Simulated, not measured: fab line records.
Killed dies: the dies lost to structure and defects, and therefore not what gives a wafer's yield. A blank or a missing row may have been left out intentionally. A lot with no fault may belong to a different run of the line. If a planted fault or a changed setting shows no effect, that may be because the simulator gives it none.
fab line records    flow sky130    part 1 of 2: steps 1 to 28 of 37
record lots=5  wafers=15  last-day=49
route steps=708 shown METAL5@661 PASSIVATION@681 PAD_OPEN@694
lots with no fault: from the same line, run without faults
start-h: hours from the record's first day to the start of the lot's first wafer shown    wait-h: hours elapsed since this lot's preceding step    " the same as in the row above    L1.1+2: a row that stands for several wafers    - no value present, or no start provided    * or withheld: withheld    < > ~ a bound
route shown NAME@n: a module of which the file shows steps, and the number in the route of the first    usual: the fault-free wafers' mean and standard deviation    same: alike in all rows    chamber/n: place in a boat    sites: the reading at each site    _std_site: their standard deviation    _edge_site: outer sites' mean less inner sites'    radius-mm: how far each site lies from the wafer's centre    mask NAME#n: copy n    behind: tool/chamber where the wafer was last shaped    hold: the reason the lot was held/the length of the hold in hours/how it ended    device: which transistor (n, p or np) failed to switch    end of line: the tests these same wafers got at the end of their route    step lacking rows: just its recipe    killed: dies that structure and defects cost at the first sort, which is not the same as the wafer's yield    map: a wafer's dies, marking killed ones x, the rest . and places with no die _
set.NAME: setting as actually run; set.NAME@STEP: the setting as run at that earlier step    model.NAME: the simulator's own value behind a step, which no gauge read
a table for each step, a row for each wafer; lots at some steps of the route
services: the hour from which a tool's chamber was out of use, counted from the record's first day as start-h (under 0 if before that day), plus the number of hours and why
## steps
# step SKY_METAL5_SPUTTER_00
# recipe material=Ti  target-thk-nm=15  power-w=3000  time-s=10  chamber-pressure-pa=0.4
# usual throttle-valve-pct=30.4/1
lot.wafer  tool            chamber  start-h  wait-h  throttle-valve-pct
L076.1     pvd-sputter-02  -        1012.59  0.2     31.1
L076.2     "               -        "        "       30.2
L076.6     "               -        "        "       30.4
L080.3     pvd-sputter-02  -        1041.83  0.2     31.5
L080.4     "               -        "        "       30.1
L080.5     "               -        "        "       30.0
L084.1     pvd-sputter-02  -        1080.90  0.2     31.1
L084.4     "               -        "        "       29.9
L084.5     "               -        "        "       30.2
L083.2     pvd-sputter-01  -        1082.90  0.1     30.2
L083.4     "               -        "        "       31.6
L083.6     "               -        "        "       29.6
L094.1     pvd-sputter-01  -        1125.55  0.1     29.7
L094.2     "               -        "        "       31.4
L094.5     "               -        "        "       29.9
# step SKY_METAL5_SPUTTER_01
# recipe material=TiN  target-thk-nm=20  power-w=6500  time-s=16.7  chamber-pressure-pa=0.4
# usual throttle-valve-pct=30.3/1
lot.wafer  tool            chamber  start-h  wait-h  throttle-valve-pct
L076.1     pvd-sputter-02  -        1012.61  0.0     30.8
L076.2     "               -        "        "       30.0
L076.6     "               -        "        "       30.5
L080.3     pvd-sputter-02  -        1041.86  0.0     31.4
L080.4     "               -        "        "       29.8
L080.5     "               -        "        "       30.1
L084.1     pvd-sputter-02  -        1080.92  0.0     31.1
L084.4     "               -        "        "       30.2
L084.5     "               -        "        "       30.0
L083.2     pvd-sputter-01  -        1082.92  0.0     30.1
L083.4     "               -        "        "       31.4
L083.6     "               -        "        "       30.0
L094.1     pvd-sputter-01  -        1125.58  0.0     29.9
L094.2     "               -        "        "       31.6
L094.5     "               -        "        "       29.7
# step SKY_METAL5_SPUTTER_02
# recipe material=AlCu  target-thk-nm=1150  power-w=10600  time-s=61.2  chamber-pressure-pa=0.4
# usual throttle-valve-pct=30.4/0.99
lot.wafer  tool            chamber  start-h  wait-h  throttle-valve-pct
L076.1     pvd-sputter-02  -        1012.64  0.0     30.8
L076.2     "               -        "        "       29.7
L076.6     "               -        "        "       30.1
L080.3     pvd-sputter-02  -        1041.88  0.0     31.4
L080.4     "               -        "        "       30.1
L080.5     "               -        "        "       30.1
L084.1     pvd-sputter-02  -        1080.95  0.0     30.8
L084.4     "               -        "        "       29.9
L084.5     "               -        "        "       30.1
L083.2     pvd-sputter-01  -        1082.95  0.0     30.2
L083.4     "               -        "        "       31.6
L083.6     "               -        "        "       29.7
L094.1     pvd-sputter-01  -        1125.60  0.0     29.6
L094.2     "               -        "        "       31.8
L094.5     "               -        "        "       29.9
# step SKY_METAL5_SPUTTER_03
# recipe material=Ti  target-thk-nm=5  power-w=3000  time-s=3.3  chamber-pressure-pa=0.4
# usual throttle-valve-pct=30.3/1
lot.wafer  tool            chamber  start-h  wait-h  throttle-valve-pct
L076.1     pvd-sputter-02  -        1012.69  0.0     30.7
L076.2     "               -        "        "       29.7
L076.6     "               -        "        "       30.2
L080.3     pvd-sputter-02  -        1041.93  0.0     31.2
L080.4     "               -        "        "       30.1
L080.5     "               -        "        "       29.7
L084.1     pvd-sputter-02  -        1081.00  0.0     30.9
L084.4     "               -        "        "       30.0
L084.5     "               -        "        "       29.8
L083.2     pvd-sputter-01  -        1083.00  0.0     30.3
L083.4     "               -        "        "       31.6
L083.6     "               -        "        "       29.7
L094.1     pvd-sputter-01  -        1125.65  0.0     29.8
L094.2     "               -        "        "       31.5
L094.5     "               -        "        "       29.8
# step SKY_METAL5_SPUTTER_04
# recipe material=TiN  target-thk-nm=70  power-w=6500  time-s=58.3  chamber-pressure-pa=0.4
# usual throttle-valve-pct=30.4/1
lot.wafer  tool            chamber  start-h  wait-h  throttle-valve-pct
L076.1     pvd-sputter-02  -        1012.71  0.0     31.0
L076.2     "               -        "        "       29.9
L076.6     "               -        "        "       30.4
L080.3     pvd-sputter-02  -        1041.95  0.0     31.2
L080.4     "               -        "        "       29.9
L080.5     "               -        "        "       29.9
L084.1     pvd-sputter-02  -        1081.02  0.0     31.0
L084.4     "               -        "        "       29.8
L084.5     "               -        "        "       29.9
L083.2     pvd-sputter-01  -        1083.02  0.0     30.0
L083.4     "               -        "        "       31.5
L083.6     "               -        "        "       29.6
L094.1     pvd-sputter-01  -        1125.67  0.0     29.9
L094.2     "               -        "        "       31.5
L094.5     "               -        "        "       29.7
# step SKY_METAL5_RS_MEAS_05
# recipe thk-meas-gauge=four-point-probe  reads=TiN_of_METAL5_SPUTTER_04+Ti_of_METAL5_SPUTTER_03+AlCu_of_METAL5_SPUTTER_02+TiN_of_METAL5_SPUTTER_01+Ti_of_METAL5_SPUTTER_00
# usual METAL5_ALCU_RS=0.0271/0.00034
lot.wafer  tool           chamber  start-h  wait-h  METAL5_ALCU_RS[ohm/sq]
L076.1     film-metro-01  -        1012.75  0.0     0.0271
L076.2     "              -        "        "       0.0272
L076.6     "              -        "        "       0.0270
L080.3     film-metro-01  -        1042.04  0.1     0.0274
L080.4     "              -        "        "       0.0272
L080.5     "              -        "        "       0.0273
L084.1     film-metro-01  -        1081.07  0.0     0.0274
L084.4     "              -        "        "       0.0272
L084.5     "              -        "        "       0.0274
L083.2     film-metro-04  -        1083.09  0.0     0.0273
L083.4     "              -        "        "       0.0273
L083.6     "              -        "        "       0.0268
L094.1     film-metro-04  -        1125.72  0.0     0.0263
L094.2     "              -        "        "       0.0271
L094.5     "              -        "        "       0.0262
# step SKY_METAL5_THK_MEAS_06
# recipe thk-meas-gauge=xrf  reads=AlCu_of_METAL5_SPUTTER_02
# usual METAL5_ALCU_THK=1177/17
lot.wafer  tool           chamber  start-h  wait-h  METAL5_ALCU_THK[nm]
L076.1     film-metro-01  -        1012.87  0.1     1167
L076.2     "              -        "        "       1175
L076.6     "              -        "        "       1166
L080.3     film-metro-01  -        1042.14  0.1     1170
L080.4     "              -        "        "       1175
L080.5     "              -        "        "       1171
L084.1     film-metro-01  -        1081.19  0.1     1172
L084.4     "              -        "        "       1178
L084.5     "              -        "        "       1172
L083.2     film-metro-04  -        1083.20  0.1     1183
L083.4     "              -        "        "       1179
L083.6     "              -        "        "       1197
L094.1     film-metro-04  -        1125.84  0.1     1214
L094.2     "              -        "        "       1178
L094.5     "              -        "        "       1219
# step SKY_METAL5_DEHYDRATE_07
# recipe temp-c=200  time-s=60
# usual plate-temp-C=199.99/0.19
lot.wafer  tool            chamber  start-h  wait-h  plate-temp-C
L076.1     litho-track-04  0        1023.76  10.9    200.02
L076.2     "               0        "        "       200.08
L076.6     "               0        "        "       199.90
L080.3     litho-track-03  0        1052.31  10.2    200.18
L080.4     "               0        "        "       200.45
L080.5     "               0        "        "       200.28
L084.1     litho-track-02  0        1090.86  9.7     199.86
L084.4     "               0        "        "       199.88
L084.5     "               0        "        "       199.90
L083.2     litho-track-02  0        1092.93  9.7     200.27
L083.4     "               0        "        "       199.99
L083.6     "               0        "        "       200.07
L094.1     litho-track-04  0        1135.06  9.2     199.87
L094.2     "               0        "        "       199.99
L094.5     "               0        "        "       199.89
# step SKY_METAL5_HMDS_08
# recipe prime-time-s=60  prime-temp-c=120
lot.wafer   tool            chamber  start-h  wait-h
L076.1+2+6  litho-track-04  0        1023.91  0.1
L080.3+4+5  litho-track-03  0        1052.46  0.1
L084.1+4+5  litho-track-02  0        1091.01  0.1
L083.2+4+6  litho-track-02  0        1093.08  0.1
L094.1+2+5  litho-track-04  0        1135.21  0.1
# step SKY_METAL5_COAT_09
# recipe resist=NOVOLAK  spin-rpm=3000  resist-thk-nm=1800
lot.wafer   tool            chamber  start-h  wait-h
L076.1+2+6  litho-track-04  0        1024.06  0.1
L080.3+4+5  litho-track-03  0        1052.61  0.1
L084.1+4+5  litho-track-02  0        1091.16  0.1
L083.2+4+6  litho-track-02  0        1093.23  0.1
L094.1+2+5  litho-track-04  0        1135.36  0.1
# step SKY_METAL5_SOFTBAKE_10
# recipe temp-c=90  time-s=60  resist=NOVOLAK
# usual plate-temp-C=90.00/0.13
lot.wafer  tool            chamber  start-h  wait-h  plate-temp-C
L076.1     litho-track-04  0        1024.21  0.1     89.85
L076.2     "               0        "        "       90.05
L076.6     "               0        "        "       89.85
L080.3     litho-track-03  0        1052.76  0.1     89.93
L080.4     "               0        "        "       90.09
L080.5     "               0        "        "       90.06
L084.1     litho-track-02  0        1091.31  0.1     89.85
L084.4     "               0        "        "       90.03
L084.5     "               0        "        "       89.91
L083.2     litho-track-02  0        1093.38  0.1     90.04
L083.4     "               0        "        "       90.02
L083.6     "               0        "        "       89.79
L094.1     litho-track-04  0        1135.51  0.1     89.87
L094.2     "               0        "        "       90.11
L094.5     "               0        "        "       89.97
# step SKY_METAL5_EXPOSE_11
# recipe mask-id=MM5  na=0.6  source-shape=conventional  sigma-outer=0.6  polarization=unpolarized  target-cd-nm=1600  dose-mj=190
lot.wafer   tool              chamber  start-h  wait-h  mask
L076.1+2+6  iline-stepper-02  0        -        -       MM5#0
L080.3+4+5  iline-stepper-01  0        -        -       MM5#0
L084.1+4+5  iline-stepper-01  0        -        -       MM5#0
L083.2+4+6  iline-stepper-01  0        -        -       MM5#0
L094.1+2+5  iline-stepper-01  0        -        -       MM5#0
# step SKY_METAL5_PEB_12
# recipe temp-c=withheld  time-s=*  resist=NOVOLAK
lot.wafer   tool            chamber  start-h  wait-h
L076.1+2+6  litho-track-02  0        -        -
L080.3+4+5  litho-track-04  0        -        -
L084.1+4+5  litho-track-04  0        -        -
L083.2+4+6  litho-track-04  0        -        -
L094.1+2+5  litho-track-02  0        -        -
# step SKY_METAL5_DEVELOP_13
# recipe resist=NOVOLAK  developer=TMAH  develop-time-s=60  dev-temp-c=23
lot.wafer   tool            chamber  start-h  wait-h
L076.1+2+6  litho-track-02  0        1034.96  0.1
L080.3+4+5  litho-track-04  0        1063.31  0.1
L084.1+4+5  litho-track-04  0        1101.26  0.1
L083.2+4+6  litho-track-04  0        1103.29  0.1
L094.1+2+5  litho-track-02  0        1145.11  0.1
# step SKY_METAL5_DESCUM_14
# recipe chemistry=O2  source-power-w=150  bias-power-w=0  pressure-mtorr=10  temp-c=40  time-s=11
# usual drypump-motor-current-A=5.5/0.37  oes-product-au=1.004/0.011  rf-fwd-power-W=147.3/0.83
lot.wafer  tool          chamber  start-h  wait-h  drypump-motor-current-A  oes-product-au  rf-fwd-power-W  rf-hours-counter-h
L076.1     rie-metal-04  0        1035.11  0.1     5.9                      1.017           148.3           17
L076.2     "             1        "        "       5.1                      1.001           147.5           22
L076.6     "             1        "        "       5.1                      0.997           147.5           -
L080.3     rie-metal-01  1        1063.42  0.1     6.0                      0.999           148.3           -
L080.4     "             0        "        "       5.1                      1.006           146.5           -
L080.5     "             0        "        "       5.1                      1.000           146.0           -
L084.1     rie-metal-04  1        1101.41  0.1     5.1                      0.992           147.3           27
L084.4     "             1        "        "       5.1                      0.977           147.6           -
L084.5     "             1        "        "       5.1                      0.984           147.8           -
L083.2     rie-metal-01  1        1103.41  0.1     6.0                      0.993           148.5           10
L083.4     "             1        "        "       6.0                      0.998           148.0           -
L083.6     "             1        "        "       6.0                      0.999           148.3           -
L094.1     rie-metal-04  0        1145.26  0.1     5.9                      1.016           147.2           25
L094.2     "             1        "        "       5.1                      0.996           148.0           2
L094.5     "             0        "        "       5.9                      1.014           147.3           -
# step SKY_METAL5_METAL_ETCH_15
# recipe target-depth-a=12600  stop-on=SiO2  over-etch-frac=0.2  time-s=252  chemistry=Cl2/BCl3  resist-sidewall-deg=86  pressure-mtorr=10  icp-w=900  bias-w=48.5  Cl2_flow_sccm=60  bcl3-flow-sccm=30
# usual bias-w=48.51/0.15  drypump-motor-current-A=5.5/0.37  oes-product-au=0.893/0.005  rf-fwd-power-W=897.4/2.8  throttle-valve-pct=22.264/0.0094
lot.wafer  tool          chamber  start-h  wait-h  bias-w  drypump-motor-current-A  oes-product-au  rf-fwd-power-W  rf-hours-counter-h  throttle-valve-pct
L076.1     rie-metal-04  0        1035.15  0.0     48.37   5.9                      0.893           894.2           17                  22.273
L076.2     "             1        "        "       48.44   5.1                      0.882           904.2           22                  22.260
L076.6     "             1        "        "       48.37   5.1                      0.903           900.1           -                   22.262
L080.3     rie-metal-01  1        1063.52  0.1     48.56   6.0                      0.892           896.5           -                   22.268
L080.4     "             0        "        "       48.35   5.1                      0.897           901.7           -                   22.258
L080.5     "             0        "        "       48.39   5.1                      0.901           895.5           -                   22.257
L084.1     rie-metal-04  1        1101.45  0.0     48.53   5.1                      0.903           895.8           27                  22.269
L084.4     "             1        "        "       48.42   5.1                      0.892           897.5           -                   22.276
L084.5     "             1        "        "       48.42   5.1                      0.900           900.6           -                   22.279
L083.2     rie-metal-01  1        1103.45  0.0     48.51   6.0                      0.890           895.2           10                  22.272
L083.4     "             1        "        "       48.48   6.0                      0.902           899.1           -                   22.256
L083.6     "             1        "        "       48.34   6.0                      0.892           893.8           -                   22.249
L094.1     rie-metal-04  0        1145.29  0.0     48.38   5.9                      0.896           893.7           25                  22.258
L094.2     "             1        "        "       48.63   5.1                      0.897           900.3           2                   22.265
L094.5     "             0        "        "       48.30   5.9                      0.899           894.9           -                   22.255
# step SKY_METAL5_STRIP_16
# recipe chemistry=O2/N2  power-w=1400  pressure-mtorr=1500  platen-temp-c=withheld  o2-flow-sccm=3000  n2-flow-sccm=300  overash-fraction=0.5
# usual drypump-motor-current-A=5.5/0.46  n2-flow-sccm=300.0/0.89  oes-product-au=0.710/0.0045  strip-time-to-endpoint-s=13.04/0.14
lot.wafer  tool             chamber  start-h  wait-h  drypump-motor-current-A  n2-flow-sccm  oes-product-au  rf-hours-counter-h  strip-time-to-endpoint-s
L076.1     plasma-asher-03  1        1035.47  0.2     5.5                      300.7         0.702           120                 13.03
L076.2     "                0        "        "       6.1                      299.6         0.709           120                 13.29
L076.6     "                1        "        "       5.5                      300.7         0.719           -                   13.23
L080.3     plasma-asher-01  1        1063.71  0.1     6.0                      300.5         0.708           -                   13.15
L080.4     "                0        "        "       5.4                      299.8         0.714           -                   13.02
L080.5     "                0        "        "       5.5                      300.5         0.707           -                   12.99
L084.1     plasma-asher-03  0        1101.68  0.2     6.0                      300.1         0.711           3                   13.26
L084.4     "                0        "        "       6.0                      300.5         0.714           -                   13.27
L084.5     "                0        "        "       6.0                      301.0         0.708           -                   13.24
L083.2     plasma-asher-03  0        1103.68  0.2     6.0                      299.6         0.709           3                   13.09
L083.4     "                0        "        "       6.1                      298.5         0.706           -                   13.16
L083.6     "                1        "        "       5.5                      299.5         0.715           -                   13.04
L094.1     plasma-asher-01  1        1145.53  0.2     6.0                      299.4         0.709           39                  12.92
L094.2     "                0        "        "       5.4                      300.4         0.709           39                  13.19
L094.5     "                1        "        "       6.0                      301.5         0.714           -                   12.79
# step SKY_METAL5_STRIP_17
# recipe chemistry=post-etch-residue-remover  time-s=1200  temp-c=72.5
lot.wafer   tool          chamber  start-h  wait-h
L076.1+2+6  wet-bench-03  0        1035.57  0.1
L080.3+4+5  wet-bench-02  1        1063.78  0.0
L084.1+4+5  wet-bench-02  2        1101.78  0.1
L083.2+4+6  wet-bench-04  2        1103.78  0.1
L094.1+2+5  wet-bench-03  3        1145.63  0.1
# step SKY_METAL5_CLEAN_18
# recipe chemistry=IPA  time-s=180  temp-c=25
lot.wafer   tool          chamber  start-h  wait-h
L076.1+2+6  wet-bench-04  1        1035.91  0.0
L080.3+4+5  wet-bench-03  0        1064.12  0.0
L084.1+4+5  wet-bench-03  0        1102.12  0.0
L083.2+4+6  wet-bench-04  1        1104.12  0.0
L094.1+2+5  wet-bench-02  0        1145.97  0.0
# step SKY_METAL5_CLEAN_19
# recipe chemistry=O3/DIW  dry=n2-spin
lot.wafer   tool          chamber  start-h  wait-h
L076.1+2+6  wet-bench-02  2        1035.97  0.0
L080.3+4+5  wet-bench-02  2        1064.19  0.0
L084.1+4+5  wet-bench-04  0        1102.18  0.0
L083.2+4+6  wet-bench-04  1        1104.18  0.0
L094.1+2+5  wet-bench-03  0        1146.03  0.0
# step SKY_PASSIVATION_CVD_00
# recipe material=SiO2  target-thk-nm=90  temp-c=400  time-s=withheld  rf-w=600
# usual heater-power-w=641/78  rf-fwd-power-W=590.1/2.9
lot.wafer  tool      chamber  start-h  wait-h  heater-power-w  rf-fwd-power-W
L076.1     pecvd-01  0        1036.06  0.0     614             581.4
L076.2     "         2        "        "       742             591.0
L076.6     "         0        "        "       606             584.4
L080.3     pecvd-03  0        1064.28  0.0     623             589.2
L080.4     "         0        "        "       622             588.5
L080.5     "         2        "        "       616             589.6
L084.1     pecvd-01  0        1102.28  0.0     700             585.3
L084.4     "         0        "        "       715             583.4
L084.5     "         1        "        "       569             585.8
L083.2     pecvd-03  0        1104.27  0.0     665             588.6
L083.4     "         1        "        "       722             593.7
L083.6     "         0        "        "       663             589.6
L094.1     pecvd-03  2        1146.12  0.0     605             592.0
L094.2     "         0        "        "       692             586.4
L094.5     "         2        "        "       630             591.9
# step SKY_PASSIVATION_THK_MEAS_01
# recipe reads=SiO2_of_PASSIVATION_CVD_00
# usual PASSIVATION_CVD_00_THK=90.0/1.2
lot.wafer  tool           chamber  start-h  wait-h  PASSIVATION_CVD_00_THK[nm]
L076.1     film-metro-03  -        1036.08  -       89.0
L076.2     "              -        "        "       89.2
L076.6     "              -        "        "       91.6
L080.3     film-metro-03  -        1064.32  -       87.8
L080.4     "              -        "        "       89.4
L080.5     "              -        "        "       90.4
L084.1     film-metro-02  -        1102.30  -       89.5
L084.4     "              -        "        "       90.8
L084.5     "              -        "        "       89.2
L083.2     film-metro-02  -        1104.30  -       88.9
L083.4     "              -        "        "       90.7
L083.6     "              -        "        "       88.9
L094.1     film-metro-01  -        1146.16  -       90.2
L094.2     "              -        "        "       88.1
L094.5     "              -        "        "       89.5
# step SKY_PASSIVATION_CVD_02
# recipe material=Si3N4  target-thk-nm=540  temp-c=400  time-s=withheld  rf-w=450
# usual heater-power-w=699/85  rf-fwd-power-W=449.2/1.3
lot.wafer  tool      chamber  start-h  wait-h  heater-power-w  rf-fwd-power-W
L076.1     pecvd-03  2        1036.14  0.1     612             448.4
L076.2     "         0        "        "       727             448.3
L076.6     "         0        "        "       781             448.3
L080.3     pecvd-02  0        1064.36  0.0     710             450.0
L080.4     "         1        "        "       625             449.8
L080.5     "         0        "        "       737             449.4
L084.1     pecvd-02  1        1102.36  0.1     690             450.6
L084.4     "         0        "        "       704             451.3
L084.5     "         2        "        "       519             448.6
L083.2     pecvd-01  0        1104.35  0.0     776             448.4
L083.4     "         2        "        "       830             449.5
L083.6     "         0        "        "       787             448.5
L094.1     pecvd-02  1        1146.22  0.1     647             449.6
L094.2     "         2        "        "       625             449.9
L094.5     "         0        "        "       741             447.1
# step SKY_PASSIVATION_THK_MEAS_03
# recipe reads=Si3N4_of_PASSIVATION_CVD_02
# usual PASSIVATION_CVD_02_THK=539/6.7
lot.wafer  tool           chamber  start-h  wait-h  PASSIVATION_CVD_02_THK[nm]
L076.1     film-metro-03  -        1036.48  -       540
L076.2     "              -        "        "       535
L076.6     "              -        "        "       547
L080.3     film-metro-01  -        1064.60  -       546
L080.4     "              -        "        "       548
L080.5     "              -        "        "       552
L084.1     film-metro-01  -        1102.69  -       537
L084.4     "              -        "        "       549
L084.5     "              -        "        "       542
L083.2     film-metro-02  -        1104.59  -       523
L083.4     "              -        "        "       545
L083.6     "              -        "        "       542
L094.1     film-metro-02  -        1146.44  -       535
L094.2     "              -        "        "       540
L094.5     "              -        "        "       552
# step SKY_PASSIVATION_DEHYDRATE_04
# recipe temp-c=200  time-s=60
# usual plate-temp-C=200.01/0.15
lot.wafer  tool            chamber  start-h  wait-h  plate-temp-C
L076.1     litho-track-04  0        1046.71  10.2    200.15
L076.2     "               0        "        "       199.92
L076.6     "               0        "        "       200.12
L080.3     litho-track-01  0        1074.76  10.1    200.10
L080.4     "               0        "        "       199.92
L080.5     "               0        "        "       200.23
L084.1     litho-track-01  0        1111.81  9.1     199.86
L084.4     "               0        "        "       200.08
L084.5     "               0        "        "       199.93
L083.2     litho-track-04  0        1113.24  8.6     199.81
L083.4     "               0        "        "       199.86
L083.6     "               0        "        "       199.98
L094.1     litho-track-01  0        1154.96  8.5     200.04
L094.2     "               0        "        "       200.03
L094.5     "               0        "        "       199.92
# step SKY_PASSIVATION_HMDS_05
# recipe prime-time-s=60  prime-temp-c=120
lot.wafer   tool            chamber  start-h  wait-h
L076.1+2+6  litho-track-04  0        1046.86  0.1
L080.3+4+5  litho-track-01  0        1074.91  0.1
L084.1+4+5  litho-track-01  0        1111.96  0.1
L083.2+4+6  litho-track-04  0        1113.39  0.1
L094.1+2+5  litho-track-01  0        1155.11  0.1
# step SKY_PASSIVATION_COAT_06
# recipe spin-rpm=2000  resist-thk-nm=3000
lot.wafer   tool            chamber  start-h  wait-h
L076.1+2+6  litho-track-04  0        1047.01  0.1
L080.3+4+5  litho-track-01  0        1075.06  0.1
L084.1+4+5  litho-track-01  0        1112.11  0.1
L083.2+4+6  litho-track-04  0        1113.54  0.1
L094.1+2+5  litho-track-01  0        1155.26  0.1
# step SKY_PASSIVATION_SOFTBAKE_07
# recipe temp-c=110  time-s=withheld
# usual plate-temp-C=109.99/0.14
lot.wafer  tool            chamber  start-h  wait-h  plate-temp-C
L076.1     litho-track-04  0        1047.16  0.1     109.98
L076.2     "               0        "        "       110.23
L076.6     "               0        "        "       110.16
L080.3     litho-track-01  0        1075.23  0.1     110.05
L080.4     "               0        "        "       110.22
L080.5     "               0        "        "       110.27
L084.1     litho-track-01  0        1112.26  0.1     110.19
L084.4     "               0        "        "       110.04
L084.5     "               0        "        "       109.96
L083.2     litho-track-04  0        1113.70  0.1     110.01
L083.4     "               0        "        "       109.95
L083.6     "               0        "        "       110.12
L094.1     litho-track-01  0        1155.41  0.1     109.98
L094.2     "               0        "        "       109.81
L094.5     "               0        "        "       110.00
